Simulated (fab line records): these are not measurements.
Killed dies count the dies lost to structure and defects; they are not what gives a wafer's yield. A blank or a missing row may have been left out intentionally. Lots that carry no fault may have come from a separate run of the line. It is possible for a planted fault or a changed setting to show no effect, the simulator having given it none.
Which tool did it?	flow gf180mcu	24 lots, 72 wafers sampled, at 5 steps of a route of 602

WHAT THE GAUGES READ, wafer by wafer
GF_V3_THK_MEAS_03.
lot	measured	on	V3_CVD_02_THK (nm)
L074	day 21 12:16	film-metro-04	842 850 855
L075	day 21 17:07	film-metro-04	840 842 848
L076	day 22 02:56	film-metro-01	841 858 861
L077	day 22 13:28	film-metro-01	846 852 855
L078	day 22 21:53	film-metro-01	848 853 855
L079	day 23 06:20	film-metro-01	853 853 854
L080	day 24 03:04	film-metro-01	851 862 858
L081	day 24 07:08	film-metro-02	845 861 872
L083	day 24 10:11	film-metro-02	846 852 837
L082	day 24 13:19	film-metro-02	854 865 851
L084	day 25 04:26	film-metro-04	846 861 857
L085	day 25 23:14	film-metro-04	844 858 871
L086	day 26 02:25	film-metro-01	865 866 872
L088	day 26 04:08	film-metro-01	839 852 861
L087	day 26 08:37	film-metro-01	853 865 869
L089	day 27 00:08	film-metro-02	838 856 861
L090	day 27 00:47	film-metro-01	852 871 872
L091	day 27 05:05	film-metro-02	856 846 854
L092	day 27 20:46	film-metro-01	846 852 855
L093	day 27 23:13	film-metro-01	848 842 858
L094	day 28 03:17	film-metro-02	842 874 863
L095	day 28 15:28	film-metro-04	843 856 861
L096	day 28 17:47	film-metro-02	834 845 850
L097	day 28 20:16	film-metro-02	839 827 842

GF_MIM_RS_MEAS_10: a four-point-probe measurement.
lot	measured	on	MIM_ALCU_RS (ohm/sq)
L074	day 24 12:08	film-metro-03	0.1613 0.1592 0.1597
L075	day 25 02:31	film-metro-01	0.1605 0.1604 0.1610
L076	day 25 05:32	film-metro-01	0.1604 0.1615 0.1631
L077	day 25 11:54	film-metro-03	0.1610 0.1601 0.1614
L078	day 26 01:25	film-metro-01	0.1605 0.1583 0.1592
L079	day 26 05:29	film-metro-01	0.1612 0.1589 0.1598
L080	day 27 00:46	film-metro-03	0.1585 0.1582 0.1599
L081	day 27 04:11	film-metro-03	0.1604 0.1601 0.1584
L083	day 27 08:28	film-metro-01	0.1600 0.1612 0.1604
L082	day 27 09:40	film-metro-01	0.1619 0.1606 0.1618
L084	day 27 23:42	film-metro-03	0.1574 0.1579 0.1571
L085	day 28 17:06	film-metro-03	0.1601 0.1588 0.1602
L086	day 28 20:20	film-metro-01	0.1591 0.1591 0.1603
L088	day 28 22:54	film-metro-01	0.1583 0.1574 0.1570
L087	day 29 01:17	film-metro-01	0.1610 0.1598 0.1603
L089	day 29 15:14	film-metro-01	0.1590 0.1596 0.1587
L090	day 29 17:17	film-metro-03	0.1593 0.1596 0.1591
L091	day 29 21:20	film-metro-01	0.1583 0.1588 0.1604
L092	day 30 11:38	film-metro-01	0.1615 0.1613 0.1609
L093	day 30 13:14	film-metro-01	0.1598 0.1594 0.1589
L094	day 30 18:04	film-metro-03	0.1618 0.1614 0.1619
L095	day 31 04:56	film-metro-01	0.1598 0.1617 0.1601
L096	day 31 07:28	film-metro-01	0.1590 0.1623 0.1613
L097	day 31 08:56	film-metro-01	0.1599 0.1593 0.1590

WHAT TOOL EACH LOT RAN ON (gives the tool, then ch and the chambers of the sampled wafers, and finally the start)
lot	GF_V2_SPUTTER_21	GF_V3_CMP_04	GF_V3_SPUTTER_22
L074	pvd-sputter-01, day 20 10:47	cmp-02 ch 0,2,3, day 21 12:29	pvd-sputter-04, day 22 12:44
L075	pvd-sputter-02, day 20 14:50	cmp-02 ch 0,1,3, day 21 17:16	pvd-sputter-03, day 22 17:38
L076	pvd-sputter-02, day 21 01:14	cmp-01 ch 0,1,3, day 22 03:02	pvd-sputter-04, day 23 03:29
L077	pvd-sputter-02, day 21 12:11	cmp-02 ch 0,1, day 22 13:34	pvd-sputter-03, day 23 11:41
L078	pvd-sputter-01, day 21 20:47	cmp-01 ch 0,2, day 23 03:31	pvd-sputter-02, day 24 02:16
L079	pvd-sputter-02, day 22 05:50	cmp-02 ch 1,2, day 23 06:26	pvd-sputter-02, day 24 06:22
L080	pvd-sputter-02, day 22 21:11	cmp-02 ch 1,3, day 24 03:10	pvd-sputter-03, day 25 01:59
L081	pvd-sputter-04, day 23 07:03	cmp-01 ch 0,1,2, day 24 07:17	pvd-sputter-03, day 25 06:14
L083	pvd-sputter-01, day 23 09:26	cmp-01 ch 0,2,3, day 24 10:15	pvd-sputter-04, day 25 09:22
L082	pvd-sputter-02, day 23 13:50	cmp-01 ch 1,2, day 24 13:23	pvd-sputter-03, day 25 11:38
L084	pvd-sputter-02, day 24 04:10	cmp-01 ch 0,2,3, day 25 04:32	pvd-sputter-03, day 26 02:41
L085	pvd-sputter-02, day 25 00:14	cmp-01 ch 1,2,3, day 25 23:20	pvd-sputter-02, day 26 21:08
L086	pvd-sputter-01, day 25 03:28	cmp-02 ch 0,1, day 26 02:38	pvd-sputter-04, day 27 00:41
L088	pvd-sputter-04, day 25 05:47	cmp-01 ch 1,2, day 26 04:11	pvd-sputter-03, day 27 02:23
L087	pvd-sputter-02, day 25 08:22	cmp-02 ch 0,2,3, day 26 08:41	pvd-sputter-02, day 27 06:20
L089	pvd-sputter-01, day 26 01:50	cmp-01 ch 1,3, day 27 00:11	pvd-sputter-04, day 27 20:52
L090	pvd-sputter-02, day 26 01:53	cmp-01 ch 2,3, day 27 00:50	pvd-sputter-03, day 27 22:47
L091	pvd-sputter-01, day 26 06:53	cmp-01 ch 1,2,3, day 27 05:11	pvd-sputter-03, day 28 02:41
L092	pvd-sputter-02, day 26 23:20	cmp-01 ch 0,1, day 27 20:52	pvd-sputter-02, day 28 17:40
L093	pvd-sputter-01, day 27 00:48	cmp-01 ch 0,1,3, day 27 23:40	pvd-sputter-04, day 28 19:40
L094	pvd-sputter-04, day 27 05:35	cmp-02 ch 1,2,3, day 28 03:24	pvd-sputter-02, day 29 00:02
L095	pvd-sputter-02, day 27 17:17	cmp-02 ch 2,3, day 28 15:32	pvd-sputter-03, day 29 11:46
L096	pvd-sputter-02, day 27 20:52	cmp-02 ch 0,1,2, day 28 17:56	pvd-sputter-04, day 29 14:28
L097	pvd-sputter-04, day 27 22:50	cmp-01 ch 2,3, day 28 20:19	pvd-sputter-03, day 29 16:44
- GF_V2_SPUTTER_21: material Ti, target thk 15 nm, time 80.02 s.
- GF_V3_CMP_04: polishes SiO2.
- GF_V3_SPUTTER_22: material TiN, target thk 10 nm, time 40 s.

WHAT THE TOOLS THEMSELVES READ (means of the sampled wafers that have a number; where no wafer has one, the mark that the record gives instead)
GF_V2_SPUTTER_21.
lot	tool	substrate-temp-c (C)	throttle-valve-pct (%)
L074	pvd-sputter-01	199.93	29.5
L075	pvd-sputter-02	199.90	29.0
L076	pvd-sputter-02	200.02	30.1
L077	pvd-sputter-02	200.00	30.2
L078	pvd-sputter-01	200.02	30.9
L079	pvd-sputter-02	199.89	28.5
L080	pvd-sputter-02	199.95	29.4
L081	pvd-sputter-04	199.98	30.5
L083	pvd-sputter-01	200.11	29.5
L082	pvd-sputter-02	200.05	28.5
L084	pvd-sputter-02	200.01	29.1
L085	pvd-sputter-02	199.90	29.6
L086	pvd-sputter-01	200.01	30.9
L088	pvd-sputter-04	200.13	30.6
L087	pvd-sputter-02	200.00	28.5
L089	pvd-sputter-01	199.93	28.6
L090	pvd-sputter-02	200.04	28.4
L091	pvd-sputter-01	200.05	30.3
L092	pvd-sputter-02	200.14	29.1
L093	pvd-sputter-01	200.12	30.1
L094	pvd-sputter-04	199.97	30.1
L095	pvd-sputter-02	199.81	28.7
L096	pvd-sputter-02	200.07	29.1
L097	pvd-sputter-04	200.16	30.3

GF_V3_CMP_04.
lot	tool	motor-current-A (A)	time-to-endpoint-s (s)
L074	cmp-02	11.5	79
L075	cmp-02	11.9	79
L076	cmp-01	12.5	78
L077	cmp-02	12.1	78
L078	cmp-01	10.8	82
L079	cmp-02	11.8	80
L080	cmp-02	12.5	84
L081	cmp-01	11.6	84
L083	cmp-01	11.4	83
L082	cmp-01	11.4	83
L084	cmp-01	11.7	82
L085	cmp-01	12.4	84
L086	cmp-02	11.6	84
L088	cmp-01	12.7	81
L087	cmp-02	11.5	83
L089	cmp-01	13.7	84
L090	cmp-01	11.7	90
L091	cmp-01	12.5	85
L092	cmp-01	12.9	84
L093	cmp-01	12.7	78
L094	cmp-02	11.9	83
L095	cmp-02	11.1	81
L096	cmp-02	11.3	77
L097	cmp-01	11.6	76

GF_V3_SPUTTER_22.
lot	tool	throttle-valve-pct (%)
L074	pvd-sputter-04	30.4
L075	pvd-sputter-03	29.8
L076	pvd-sputter-04	30.1
L077	pvd-sputter-03	29.6
L078	pvd-sputter-02	28.4
L079	pvd-sputter-02	28.5
L080	pvd-sputter-03	29.5
L081	pvd-sputter-03	29.5
L083	pvd-sputter-04	30.1
L082	pvd-sputter-03	29.6
L084	pvd-sputter-03	29.4
L085	pvd-sputter-02	29.2
L086	pvd-sputter-04	30.3
L088	pvd-sputter-03	29.7
L087	pvd-sputter-02	28.9
L089	pvd-sputter-04	30.4
L090	pvd-sputter-03	29.5
L091	pvd-sputter-03	29.5
L092	pvd-sputter-02	29.6
L093	pvd-sputter-04	30.1
L094	pvd-sputter-02	29.9
L095	pvd-sputter-03	29.5
L096	pvd-sputter-04	30.4
L097	pvd-sputter-03	29.5

THE ANSWER, worked out from the rows above alone
Rule: the lots themselves supply what counts as usual. The widest of any qualifying gaps counts: lots, ordered by their means at a reading, are off when they make up no more than a third of the lots, leave a main group of 4 or more, and stand apart from it by 3 or more times the standard deviation of that group's means. The tables above print the reading to a certain number of digits; a main group whose means all agree to those digits is not used. A lot without any number at a reading at which 4 lots or more have one is off too. Where the step has rows for the other lots, those lots are counted as sound. After the gauges, taken in route order, come the tools' own readings; for these a lot's mean is taken, as printed above. The first step at which some lot is off is used, and at that step the reading that is off furthest; a lot without a number counts as furthest.
Nothing can be told from this: no lot is off at any reading shown.

WHAT THE SIMULATOR PUT IN
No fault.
